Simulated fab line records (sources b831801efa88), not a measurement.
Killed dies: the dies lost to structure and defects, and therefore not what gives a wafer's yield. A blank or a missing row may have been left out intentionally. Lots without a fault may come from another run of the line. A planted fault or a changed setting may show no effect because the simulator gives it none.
What tool caused it?    flow gf180mcu    12 lots with 36 wafers sampled at 3 steps, on a route of 602 steps

== WHAT THE GAUGES SHOWED, per wafer ==
GF_V4_THK_MEAS_01.
lot   measured      on            V4_CVD_00_THK (nm)
L075  day 23 20:10  filmMetro-02  619 601 627
L077  day 24 15:14  filmMetro-02  617 600 590
L079  day 25 04:29  filmMetro-02  599 596 596
L081  day 25 22:29  filmMetro-02  595 600 615
L083  day 26 15:59  filmMetro-04  593 606 596
L085  day 27 05:20  filmMetro-04  601 592 605
L087  day 27 18:36  filmMetro-01  604 602 601
L089  day 28 14:56  filmMetro-04  614 601 604
L091  day 29 01:58  filmMetro-04  596 584 594
L093  day 29 17:09  filmMetro-02  612 593 608
L095  day 30 02:28  filmMetro-04  597 592 593
L097  day 30 16:22  filmMetro-01  617 603 616

== EACH LOT AND THE TOOL THAT RAN IT (in order: tool; ch and the chambers of the sampled wafers; start) ==
lot   GF_V3_SPUTTER_21             GF_M4_SPUTTER_04
L075  pvdSputter-04, day 22 20:06  pvdSputter-01, day 22 20:58
L077  pvdSputter-02, day 23 14:55  pvdSputter-04, day 23 15:47
L079  pvdSputter-02, day 24 04:29  pvdSputter-01, day 24 06:08
L081  pvdSputter-04, day 24 23:44  pvdSputter-01, day 25 00:41
L083  pvdSputter-02, day 25 16:28  pvdSputter-04, day 25 17:21
L085  pvdSputter-04, day 26 07:00  pvdSputter-03, day 26 07:53
L087  pvdSputter-04, day 26 20:22  pvdSputter-03, day 26 21:14
L089  pvdSputter-03, day 27 17:49  pvdSputter-04, day 27 18:41
L091  pvdSputter-02, day 28 05:17  pvdSputter-01, day 28 06:10
L093  pvdSputter-04, day 28 20:31  pvdSputter-03, day 28 21:23
L095  pvdSputter-04, day 29 05:22  pvdSputter-03, day 29 06:14
L097  pvdSputter-02, day 29 20:24  pvdSputter-03, day 29 21:17
- GF_V3_SPUTTER_21: material Ti, target thk 15 nm, time 80.02 s.
- GF_M4_SPUTTER_04: material TiN, target thk 50 nm, time 41.7 s.

== THE ANSWER, worked out from the rows above alone ==
Rule: what is usual is taken from the lots themselves. Put in order of their means at a reading, lots are off if they are a third of the lots or fewer, leave a main group of 4 or more, and stand apart from it by a gap of 3 or more times the standard deviation of the main group's means; of several such gaps the widest counts. Not used: any main group whose means are identical at the precision the tables above print for the reading. Also off: a lot with no number at a reading for which 4 or more lots have one. Any other lot the step has rows for is counted as sound.
No lot is off at any reading shown: from this, nothing can be told.

== WHAT THE SIMULATOR HAD INSERTED ==
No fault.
